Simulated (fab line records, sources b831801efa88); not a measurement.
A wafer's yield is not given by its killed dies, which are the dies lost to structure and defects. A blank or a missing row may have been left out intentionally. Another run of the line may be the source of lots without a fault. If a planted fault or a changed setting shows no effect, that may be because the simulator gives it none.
Which tool is to blame? / flow sky130 / Sampling: 15 lots, 45 wafers, 5 of 708 route steps

== WHAT THE GAUGES SHOWED, per wafer ==
SKY_LDD_P_TW_MEAS_11.
lot=L821; measured=day 19 20:14; on=film-metro-01; LDD_P_TW=629 632 630
lot=L824; measured=day 21 00:02; on=film-metro-04; LDD_P_TW=626 628 629
lot=L823; measured=day 21 00:20; on=film-metro-01; LDD_P_TW=628 629 628
lot=L826; measured=day 21 12:45; on=film-metro-02; LDD_P_TW=639 638 638
lot=L825; measured=day 21 14:19; on=film-metro-01; LDD_P_TW=627 627 629
lot=L827; measured=day 21 23:04; on=film-metro-02; LDD_P_TW=637 641 639
lot=L831; measured=day 23 05:48; on=film-metro-04; LDD_P_TW=630 632 633
lot=L833; measured=day 23 14:53; on=film-metro-04; LDD_P_TW=637 634 631
lot=L832; measured=day 23 17:13; on=film-metro-01; LDD_P_TW=625 624 626
lot=L838; measured=day 25 17:38; on=film-metro-02; LDD_P_TW=640 640 641
lot=L839; measured=day 26 01:54; on=film-metro-04; LDD_P_TW=633 628 629
lot=L840; measured=day 26 05:09; on=film-metro-01; LDD_P_TW=619 617 621
lot=L841; measured=day 26 21:12; on=film-metro-01; LDD_P_TW=624 625 621
lot=L842; measured=day 26 23:35; on=film-metro-04; LDD_P_TW=628 631 629
lot=L843; measured=day 27 04:03; on=film-metro-01; LDD_P_TW=616 617 619

SKY_LDD_HVP_TW_MEAS_10.
lot=L821; measured=day 22 09:41; on=film-metro-04; LDD_HVP_TW=455 454 453
lot=L824; measured=day 23 13:11; on=film-metro-01; LDD_HVP_TW=450 450 449
lot=L823; measured=day 23 14:04; on=film-metro-01; LDD_HVP_TW=448 450 448
lot=L826; measured=day 24 00:44; on=film-metro-03; LDD_HVP_TW=451 447 448
lot=L825; measured=day 24 01:38; on=film-metro-01; LDD_HVP_TW=445 443 442
lot=L827; measured=day 24 11:59; on=film-metro-04; LDD_HVP_TW=452 454 452
lot=L831; measured=day 25 16:55; on=film-metro-01; LDD_HVP_TW=29 29 29
lot=L833; measured=day 26 00:56; on=film-metro-01; LDD_HVP_TW=29 29 29
lot=L832; measured=day 26 04:04; on=film-metro-04; LDD_HVP_TW=30 30 30
lot=L838; measured=day 28 03:50; on=film-metro-03; LDD_HVP_TW=446 449 444
lot=L839; measured=day 28 12:09; on=film-metro-01; LDD_HVP_TW=444 443 444
lot=L840; measured=day 28 14:17; on=film-metro-04; LDD_HVP_TW=453 451 454
lot=L841; measured=day 29 05:17; on=film-metro-04; LDD_HVP_TW=449 453 450
lot=L842; measured=day 29 08:44; on=film-metro-04; LDD_HVP_TW=453 452 451
lot=L843; measured=day 29 11:50; on=film-metro-01; LDD_HVP_TW=447 447 444

SKY_SPACER_THK_MEAS_01.
lot=L821; measured=day 23 17:47; on=film-metro-04; SPACER_CVD_00_THK (nm)=42.4 42.7 42.6
lot=L824; measured=day 24 22:13; on=film-metro-04; SPACER_CVD_00_THK (nm)=42.7 42.2 42.7
lot=L823; measured=day 24 22:14; on=film-metro-01; SPACER_CVD_00_THK (nm)=42.9 43.2 43.2
lot=L826; measured=day 25 08:02; on=film-metro-04; SPACER_CVD_00_THK (nm)=43.1 43.4 42.8
lot=L825; measured=day 25 10:37; on=film-metro-02; SPACER_CVD_00_THK (nm)=43.4 43.2 43.1
lot=L827; measured=day 25 19:01; on=film-metro-04; SPACER_CVD_00_THK (nm)=43.3 43.0 43.4
lot=L838; measured=day 29 09:36; on=film-metro-01; SPACER_CVD_00_THK (nm)=43.6 43.5 43.8
lot=L839; measured=day 29 17:58; on=film-metro-04; SPACER_CVD_00_THK (nm)=43.8 43.5 43.8
lot=L840; measured=day 29 19:41; on=film-metro-04; SPACER_CVD_00_THK (nm)=43.7 43.5 43.4
lot=L841; measured=day 30 11:38; on=film-metro-04; SPACER_CVD_00_THK (nm)=43.4 43.3 43.4
lot=L842; measured=day 30 15:14; on=film-metro-01; SPACER_CVD_00_THK (nm)=43.2 43.0 42.7
lot=L843; measured=day 30 17:59; on=film-metro-02; SPACER_CVD_00_THK (nm)=43.5 43.4 43.2

SKY_SD_P_OVL_MEAS_08.
lot=L821; measured=day 26 04:34; on=overlay-02; SD_P_OVL (nm)=0.9 1.5 0.4
lot=L824; measured=day 27 08:05; on=overlay-02; SD_P_OVL (nm)=0.7 1.1 0.3
lot=L823; measured=day 27 08:24; on=overlay-02; SD_P_OVL (nm)=0.9 1.7 1.6
lot=L826; measured=day 27 18:53; on=overlay-02; SD_P_OVL (nm)=0.0 0.6 0.7
lot=L825; measured=day 27 21:03; on=overlay-02; SD_P_OVL (nm)=0.6 0.0 -0.6
lot=L827; measured=day 28 04:46; on=overlay-01; SD_P_OVL (nm)=-0.6 -0.4 -0.4
lot=L838; measured=day 31 16:47; on=overlay-02; SD_P_OVL (nm)=4.0 3.6 1.4
lot=L839; measured=day 32 01:53; on=overlay-01; SD_P_OVL (nm)=0.4 1.4 2.5
lot=L840; measured=day 32 03:04; on=overlay-02; SD_P_OVL (nm)=0.9 0.6 3.4
lot=L841; measured=day 32 17:49; on=overlay-01; SD_P_OVL (nm)=1.1 0.9 -2.0
lot=L842; measured=day 32 21:05; on=overlay-02; SD_P_OVL (nm)=0.6 0.3 -1.1
lot=L843; measured=day 32 21:41; on=overlay-02; SD_P_OVL (nm)=1.0 2.6 1.1

== WHICH TOOL RAN EACH LOT (tool, then ch and the chambers of the sampled wafers, then the start) ==
lot=L821; SKY_LDD_HVP_IMPLANT_08=implanter-03 ch 0, day 22 09:26
lot=L824; SKY_LDD_HVP_IMPLANT_08=implanter-01 ch 0, day 23 12:56
lot=L823; SKY_LDD_HVP_IMPLANT_08=implanter-01 ch 0, day 23 13:50
lot=L826; SKY_LDD_HVP_IMPLANT_08=implanter-02 ch 0, day 24 00:29
lot=L825; SKY_LDD_HVP_IMPLANT_08=implanter-01 ch 0, day 24 01:25
lot=L827; SKY_LDD_HVP_IMPLANT_08=implanter-03 ch 0, day 24 11:46
lot=L831; SKY_LDD_HVP_IMPLANT_08=implanter-03, day 25 16:40
lot=L833; SKY_LDD_HVP_IMPLANT_08=implanter-03, day 26 00:41
lot=L832; SKY_LDD_HVP_IMPLANT_08=implanter-01, day 26 03:52
lot=L838; SKY_LDD_HVP_IMPLANT_08=implanter-01 ch 0, day 28 03:35
lot=L839; SKY_LDD_HVP_IMPLANT_08=implanter-03 ch 0, day 28 11:56
lot=L840; SKY_LDD_HVP_IMPLANT_08=implanter-02 ch 0, day 28 14:02
lot=L841; SKY_LDD_HVP_IMPLANT_08=implanter-02 ch 0, day 29 05:02
lot=L842; SKY_LDD_HVP_IMPLANT_08=implanter-01 ch 0, day 29 08:31
lot=L843; SKY_LDD_HVP_IMPLANT_08=implanter-03 ch 0, day 29 11:35
- SKY_LDD_HVP_IMPLANT_08

== WHAT THE TOOLS THEMSELVES READ (means of the sampled wafers that have a number; where no wafer has one, the mark that the record gives instead) ==
SKY_LDD_HVP_IMPLANT_08.
lot=L821; tool=implanter-03; beam-energy-keV=19.999; beam-on-s (s)=9.98
lot=L824; tool=implanter-01; beam-energy-keV=19.991; beam-on-s (s)=9.96
lot=L823; tool=implanter-01; beam-energy-keV=19.996; beam-on-s (s)=10.06
lot=L826; tool=implanter-02; beam-energy-keV=19.996; beam-on-s (s)=10.29
lot=L825; tool=implanter-01; beam-energy-keV=20.009; beam-on-s (s)=9.95
lot=L827; tool=implanter-03; beam-energy-keV=20.003; beam-on-s (s)=10.11
lot=L831; tool=implanter-03; beam-energy-keV=-; beam-on-s (s)=-
lot=L833; tool=implanter-03; beam-energy-keV=-; beam-on-s (s)=-
lot=L832; tool=implanter-01; beam-energy-keV=-; beam-on-s (s)=-
lot=L838; tool=implanter-01; beam-energy-keV=19.996; beam-on-s (s)=10.12
lot=L839; tool=implanter-03; beam-energy-keV=20.006; beam-on-s (s)=10.09
lot=L840; tool=implanter-02; beam-energy-keV=20.002; beam-on-s (s)=10.16
lot=L841; tool=implanter-02; beam-energy-keV=19.992; beam-on-s (s)=9.80
lot=L842; tool=implanter-01; beam-energy-keV=20.004; beam-on-s (s)=10.00
lot=L843; tool=implanter-03; beam-energy-keV=19.995; beam-on-s (s)=9.73

== THE ANSWER, worked out from the rows above alone ==
Rule: what is usual is taken from the lots themselves. The widest of any qualifying gaps counts: lots, ordered by their means at a reading, are off when they make up no more than a third of the lots, leave a main group of 4 or more, and stand apart from it by 3 or more times the standard deviation of that group's means. Not used: any main group whose means are identical at the precision the tables above print for the reading. Also off: a lot with no number at a reading for which 4 or more lots have one. All remaining lots with rows at the step are treated as sound. After the gauges, taken in route order, come the tools' own readings; for these a lot's mean is taken, as printed above. The first step at which some lot is off is used, and at that step the reading that is off furthest; a lot without a number counts as furthest.
Off: L831, L833, L832, at SKY_LDD_HVP_TW_MEAS_10 (LDD_HVP_TW). Main group: mean 449, sd 3.4.
If a tool, at a process step before that reading, ran all the lots that are off and no sound lot after the first of them, it fits. Not tried: the gauges at SKY_LDD_HVP_TW_MEAS_10; whatever is off there is also off at SKY_LDD_HVP_IMPLANT_08, on other tools, and gauge error can't account for it. Not one of the candidates tried fits.

== WHAT THE SIMULATOR PUT IN ==
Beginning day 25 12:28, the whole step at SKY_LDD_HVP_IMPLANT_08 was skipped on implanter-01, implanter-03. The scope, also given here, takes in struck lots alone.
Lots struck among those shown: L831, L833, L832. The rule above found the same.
